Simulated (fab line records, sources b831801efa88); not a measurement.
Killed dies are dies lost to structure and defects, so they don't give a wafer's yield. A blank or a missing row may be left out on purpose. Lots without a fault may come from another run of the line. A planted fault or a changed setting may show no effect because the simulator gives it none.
Which tool did it? | flow sky130 | 9 lots, 27 wafers sampled, at 6 steps of a route of 708

WHAT THE GAUGES READ, wafer by wafer
SKY_VIA2_CD_MEAS_12: target cd 200 nm. Usual: cd_nm 200.1 nm, standard deviation 1.5.
lot  | measured     | on        | cd_nm (nm)        | flag
L351 | day 36 08:46 | cd_sem-01 | 202.4 200.1 202.9 |
L354 | day 37 03:05 | cd_sem-01 | 199.9 200.4 201.4 |
L358 | day 39 05:17 | cd_sem-02 | 198.1 199.3 196.5 |
L361 | day 39 11:19 | cd_sem-01 | 199.3 199.0 198.7 |
L363 | day 39 23:44 | cd_sem-01 | 196.8 196.5 197.9 |
L364 | day 40 07:56 | cd_sem-01 | 198.8 198.6 198.5 |
L365 | day 40 15:23 | cd_sem-02 | 199.9 199.9 199.9 |
L369 | day 41 18:19 | cd_sem-02 | 203.5 202.6 202.7 |
L371 | day 42 02:14 | cd_sem-02 | 200.4 199.3 200.4 |

SKY_CAPM_RS_MEAS_03: measures by four-point-probe. Usual: CAPM_TIN_RS 6.92 ohm/sq, standard deviation 0.073.
lot  | measured     | on            | CAPM_TIN_RS (ohm/sq)          | flag
L351 | day 36 11:11 | film_metro-02 | 7.04 6.97 6.95                |
L354 | day 37 04:58 | film_metro-02 | 6.92 6.88 6.95                |
L358 | day 39 07:12 | film_metro-04 | 8.13 8.08 8.10 8.14 8.09 8.11 | OFF
L361 | day 39 13:17 | film_metro-04 | 8.16 8.18 8.14 8.16 8.18 8.12 | OFF
L363 | day 40 01:43 | film_metro-02 | 6.89 6.89 6.82                |
L364 | day 40 09:57 | film_metro-03 | 8.04 8.02 8.06 8.04 8.01 8.04 | OFF
L365 | day 40 17:19 | film_metro-04 | 8.12 8.15 8.04 8.11 8.14 8.03 | OFF
L369 | day 41 20:11 | film_metro-02 | 6.87 6.89 6.91                |
L371 | day 42 04:10 | film_metro-02 | 7.04 6.95 7.01                |

SKY_CAPM_THK_MEAS_04: measures by xrf. Usual: CAPM_TIN_THK 199.2 nm, standard deviation 2.3.
lot  | measured     | on            | CAPM_TIN_THK (nm)                   | flag
L351 | day 36 11:18 | film_metro-02 | 195.2 197.6 198.6                   |
L354 | day 37 05:03 | film_metro-02 | 198.1 199.6 197.8                   |
L358 | day 39 10:11 | film_metro-04 | 172.5 174.9 173.4 173.5 174.5 173.4 | OFF
L361 | day 39 16:01 | film_metro-04 | 173.4 172.0 173.6 173.0 171.3 172.9 | OFF
L363 | day 40 01:50 | film_metro-02 | 199.7 199.7 201.8                   |
L364 | day 40 11:55 | film_metro-03 | 177.6 178.4 177.1 177.5 177.7 177.2 | OFF
L365 | day 40 23:57 | film_metro-04 | 174.1 173.8 176.1 175.2 174.8 176.4 | OFF
L369 | day 41 20:19 | film_metro-02 | 203.3 202.4 202.5                   |
L371 | day 42 04:17 | film_metro-02 | 197.3 199.1 198.3                   |

WHICH TOOL RAN EACH LOT (tool, then ch and the chambers of the sampled wafers, then the start)
lot  | SKY_VIA2_CMP_24               | SKY_METAL3_SPUTTER_03        | SKY_CAPM_SPUTTER_02
L351 | cmp-02 ch 1,2,3, day 36 10:32 | pvd_sputter-02, day 36 10:55 | pvd_sputter-04, day 36 11:04
L354 | cmp-02 ch 0,1,2, day 37 04:25 | pvd_sputter-01, day 37 04:39 | pvd_sputter-04, day 37 04:48
L358 | cmp-01 ch 0,1, day 39 06:33   | pvd_sputter-02, day 39 06:56 | pvd_sputter-04, day 39 07:05
L361 | cmp-02 ch 1,2,3, day 39 12:39 | pvd_sputter-02, day 39 12:59 | pvd_sputter-04, day 39 13:08
L363 | cmp-02 ch 0,1,3, day 40 01:07 | pvd_sputter-02, day 40 01:23 | pvd_sputter-01, day 40 01:35
L364 | cmp-01 ch 1,3, day 40 09:20   | pvd_sputter-01, day 40 09:40 | pvd_sputter-04, day 40 09:49
L365 | cmp-01 ch 0,1, day 40 16:38   | pvd_sputter-01, day 40 17:02 | pvd_sputter-04, day 40 17:11
L369 | cmp-02 ch 1,2,3, day 41 19:33 | pvd_sputter-01, day 41 19:56 | pvd_sputter-02, day 41 20:05
L371 | cmp-02 ch 1,2, day 42 03:30   | pvd_sputter-03, day 42 03:53 | pvd_sputter-02, day 42 04:02
- SKY_VIA2_CMP_24: polishes, stops on SiO2, t overpolish 20 s, target thk 0 nm.
- SKY_METAL3_SPUTTER_03: material Ti, target thk 5 nm, time 3.3 s.
- SKY_CAPM_SPUTTER_02: material TiN, target thk 200 nm, time 166.7 s.

WHAT THE TOOLS THEMSELVES READ (means of the sampled wafers that have a number; where no wafer has one, the mark that the record gives instead)
SKY_VIA2_CMP_24. Usual: motor_current_A 11.4 A, standard deviation 1.7; overpolish_run_s 19.999 s, standard deviation 0.0092; slurry_filter_dp_kPa 13.49 kPa, standard deviation 0.14; time_to_endpoint_s 103 s, standard deviation 4.8.
lot  | tool   | motor_current_A (A) | overpolish_run_s (s) | slurry_filter_dp_kPa (kPa) | time_to_endpoint_s (s) | flag
L351 | cmp-02 | 10.7                | 19.997               | 13.52                      | 103                    |
L354 | cmp-02 | 12.2                | 19.997               | 13.44                      | 106                    |
L358 | cmp-01 | 11.5                | 19.997               | 13.48                      | 97                     |
L361 | cmp-02 | 10.4                | 20.003               | 13.59                      | 104                    |
L363 | cmp-02 | 11.6                | 20.005               | 13.45                      | 106                    |
L364 | cmp-01 | 11.1                | 19.997               | 13.48                      | 97                     |
L365 | cmp-01 | 11.6                | 20.002               | 13.60                      | 98                     |
L369 | cmp-02 | 10.7                | 19.997               | 13.59                      | 106                    |
L371 | cmp-02 | 10.5                | 20.001               | 13.53                      | 108                    |

SKY_METAL3_SPUTTER_03. Usual: cathode_dc_power_W 3000.0 W, standard deviation 0.56; throttle_valve_pct 29.9 %, standard deviation 1.
lot  | tool           | cathode_dc_power_W (W) | throttle_valve_pct (%) | flag
L351 | pvd_sputter-02 | 3000.4                 | 29.0                   |
L354 | pvd_sputter-01 | 2999.7                 | 29.9                   |
L358 | pvd_sputter-02 | 3000.2                 | 29.4                   |
L361 | pvd_sputter-02 | 3000.0                 | 29.3                   |
L363 | pvd_sputter-02 | 2999.7                 | 29.2                   |
L364 | pvd_sputter-01 | 3000.0                 | 29.1                   |
L365 | pvd_sputter-01 | 2999.8                 | 30.3                   |
L369 | pvd_sputter-01 | 2999.6                 | 30.4                   |
L371 | pvd_sputter-03 | 2999.9                 | 29.7                   |

SKY_CAPM_SPUTTER_02. Usual: cathode_dc_power_W 6500.1 W, standard deviation 1.3; throttle_valve_pct 29.9 %, standard deviation 0.87.
lot  | tool           | cathode_dc_power_W (W) | throttle_valve_pct (%) | flag
L351 | pvd_sputter-04 | 6499.8                 | 30.0                   |
L354 | pvd_sputter-04 | 6500.0                 | 31.0                   |
L358 | pvd_sputter-04 | 6499.2                 | 30.3                   |
L361 | pvd_sputter-04 | 6500.9                 | 29.6                   |
L363 | pvd_sputter-01 | 6501.0                 | 30.4                   |
L364 | pvd_sputter-04 | 6500.3                 | 30.2                   |
L365 | pvd_sputter-04 | 6501.7                 | 30.2                   |
L369 | pvd_sputter-02 | 6500.7                 | 29.7                   |
L371 | pvd_sputter-02 | 6499.6                 | 29.2                   |

THE ANSWER, worked out from the rows above alone
Rule: a lot is off if the mean of its wafers that have a number lies more than 3 standard deviations from the usual mean. A lot without any number at a reading at which 4 lots or more have one is off too. The other lots that the step has rows for count as sound. The gauges are gone through in route order, then the tools' own readings, and for those a lot's mean is taken as printed above. The first step at which some lot is off is used, and at that step the reading that is off furthest; a lot without a number counts as furthest.
Off: L358, L361, L364, L365, at SKY_CAPM_RS_MEAS_03 (CAPM_TIN_RS).
A tool fits if, at a process step before that reading, it ran every lot that is off, and no sound lot after the first of them. The gauges at SKY_CAPM_RS_MEAS_03 are tried like those tools. One fits: pvd_sputter-04 at SKY_CAPM_SPUTTER_02. Its last sound lot is L354 (day 37 04:48), its first lot that is off L358 (day 39 07:05): a fault that began between those two fits.

WHAT THE SIMULATOR HAD PUT IN
Site profile drift: pvd_sputter-04, from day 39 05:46 on, at SKY_CAPM_SPUTTER_02. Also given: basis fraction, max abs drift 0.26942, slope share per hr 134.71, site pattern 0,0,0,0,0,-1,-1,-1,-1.
Lots struck among those shown: L358, L361, L364, L365. The rule above found the same.
